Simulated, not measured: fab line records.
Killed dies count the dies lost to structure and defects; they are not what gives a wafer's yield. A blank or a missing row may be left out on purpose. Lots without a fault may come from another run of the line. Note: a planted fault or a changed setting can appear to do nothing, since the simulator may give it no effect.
Which tool did it?	flow gf180mcu	33 wafers from 11 lots sampled at 2 of the route's 602 steps

== WHAT THE GAUGES READ, wafer by wafer ==
GF_HV_LDD_OVL_MEAS_32.
lot	measured	on	HV_LDD_02_OVL (nm)
L817	day 12 00:10	overlay-02	1.3 -0.8 1.3
L818	day 12 02:35	overlay-01	-1.4 -1.2 -1.8
L819	day 12 14:31	overlay-02	-2.7 0.0 -2.1
L820	day 12 19:39	overlay-02	2.6 4.1 4.5
L821	day 12 23:46	overlay-01	1.0 -0.1 -0.5
L829	day 15 14:49	overlay-02	-122.9 -123.5 -122.1
L831	day 16 06:36	overlay-02	-124.7 -124.8 -123.0
L833	day 16 14:13	overlay-02	-0.7 0.6 -2.0
L834	day 17 01:21	overlay-02	0.5 0.2 -0.3
L836	day 17 22:54	overlay-01	-0.2 -1.4 -2.2
L838	day 18 11:39	overlay-02	-2.2 -2.4 -1.2

== WHICH TOOL RAN EACH LOT (tool, then ch and the chambers of the sampled wafers, then the start) ==
lot	GF_HV_LDD_EXPOSE_28
L817	iline_stepper-02 ch 0, day 11 15:07
L818	iline_stepper-02 ch 0, day 11 17:23
L819	iline_stepper-02 ch 0, day 12 04:24
L820	iline_stepper-01 ch 0, day 12 09:20
L821	iline_stepper-02 ch 0, day 12 14:21
L829	iline_stepper-01 ch 0, day 15 04:09
L831	iline_stepper-01 ch 0, day 15 19:37
L833	iline_stepper-02 ch 0, day 16 03:30
L834	iline_stepper-02 ch 0, day 16 13:40
L836	iline_stepper-02 ch 0, day 17 11:35
L838	iline_stepper-02 ch 0, day 17 23:42
- GF_HV_LDD_EXPOSE_28: exposes mask Nplus HV AREA, target cd 400 nm.

== THE ANSWER, worked out from the rows above alone ==
Rule: the usual values come from the lots themselves. The widest of any qualifying gaps counts: lots, ordered by their means at a reading, are off when they make up no more than a third of the lots, leave a main group of 4 or more, and stand apart from it by 3 or more times the standard deviation of that group's means. If all means in a main group match to the digits the tables above print for the reading, that group is not used. A lot without any number at a reading at which 4 lots or more have one is off too. Any other lot the step has rows for is counted as sound.
Off: L829, L831, at GF_HV_LDD_OVL_MEAS_32 (HV_LDD_02_OVL). Main group: mean -0.3 nm, sd 1.6.
A tool fits if, at a process step before that reading, it ran every lot that is off, and no sound lot after the first of them. Those tools and the gauges at GF_HV_LDD_OVL_MEAS_32 are tried in the same way. One candidate fits, namely iline_stepper-01 at GF_HV_LDD_EXPOSE_28. A fault onset in the window from L820 (day 12 09:20, its last sound lot) to L829 (day 15 04:09, its first lot off) fits.

== WHAT HAD BEEN PUT IN BY THE SIMULATOR ==
Scanner matching overlay: iline_stepper-01, from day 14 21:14 on, at GF_HV_LDD_EXPOSE_28. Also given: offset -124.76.
Lots struck among those shown: L829, L831. The rule above reached the same finding.
